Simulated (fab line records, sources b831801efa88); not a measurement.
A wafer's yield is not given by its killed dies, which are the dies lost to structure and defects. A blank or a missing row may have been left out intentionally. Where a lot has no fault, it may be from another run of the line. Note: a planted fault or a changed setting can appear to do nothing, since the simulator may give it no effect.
Chamber matching || flow gf180mcu || 4 sister chambers for GF_V3_CMP_04 on cmp-01
The step polishes SiO2. 8 wafers are shown with their chamber, then 8 later ones without.

## EACH WAFER AND ITS CHAMBER
{"wafer": "L088.3", "chamber": 0, "motorCurrentA (A)": 10.7, "timeToEndpointS (s)": 65}
{"wafer": "L088.4", "chamber": 1, "motorCurrentA (A)": 13.9, "timeToEndpointS (s)": 79}
{"wafer": "L088.5", "chamber": 2, "motorCurrentA (A)": 12.5, "timeToEndpointS (s)": 72}
{"wafer": "L088.6", "chamber": 3, "motorCurrentA (A)": 11.9, "timeToEndpointS (s)": 79}
{"wafer": "L091.1", "chamber": 2, "motorCurrentA (A)": 12.8, "timeToEndpointS (s)": 79}
{"wafer": "L091.2", "chamber": 0, "motorCurrentA (A)": 11.1, "timeToEndpointS (s)": 74}
{"wafer": "L091.3", "chamber": 3, "motorCurrentA (A)": 11.7, "timeToEndpointS (s)": 73}
{"wafer": "L091.4", "chamber": 1, "motorCurrentA (A)": 13.3, "timeToEndpointS (s)": 74}

## WAFERS WITHOUT THEIR CHAMBER
{"wafer": "L091.5", "motorCurrentA (A)": 11.0, "timeToEndpointS (s)": 76}
{"wafer": "L091.6", "motorCurrentA (A)": 13.5, "timeToEndpointS (s)": 79}
{"wafer": "L093.1", "motorCurrentA (A)": 11.7, "timeToEndpointS (s)": 79}
{"wafer": "L093.2", "motorCurrentA (A)": 12.2, "timeToEndpointS (s)": 76}
{"wafer": "L093.3", "motorCurrentA (A)": 14.7, "timeToEndpointS (s)": 76}
{"wafer": "L093.4", "motorCurrentA (A)": 10.8, "timeToEndpointS (s)": 76}
{"wafer": "L093.5", "motorCurrentA (A)": 13.2, "timeToEndpointS (s)": 80}
{"wafer": "L093.6", "motorCurrentA (A)": 13.5, "timeToEndpointS (s)": 84}

## CHAMBER TAKEN BY EACH
{"wafer": "L091.5", "from the rows above": "can't be placed: 0 or 3", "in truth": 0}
{"wafer": "L091.6", "from the rows above": 1, "in truth": 1}
{"wafer": "L093.1", "from the rows above": 3, "in truth": 3}
{"wafer": "L093.2", "from the rows above": "can't be placed: 3 or 2", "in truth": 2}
{"wafer": "L093.3", "from the rows above": 1, "in truth": 1}
{"wafer": "L093.4", "from the rows above": 0, "in truth": 0}
{"wafer": "L093.5", "from the rows above": "can't be placed: 1 or 2", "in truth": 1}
{"wafer": "L093.6", "from the rows above": "can't be placed: 1 or 2", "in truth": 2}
Correct placement for 4 of the 8. From these rows, 4 cannot be placed; in 4 the true chamber is one of the candidates. Number placed wrongly: 0.
How it was worked out, from the rows above alone: a wafer's distance from a chamber is the root of the sum, over the readings, of the square of ((its reading less the chamber's mean) divided by the reading's scatter). If the next closest chamber is less than 2 further off than the closest, the wafer can't be placed; otherwise it belongs to the closest. For every chamber, the mean is computed from those of its wafers that are shown. The scatter is the square root of a quotient: the sum, over the shown wafers, of each reading's squared deviation from its chamber's mean, divided by wafers minus chambers.
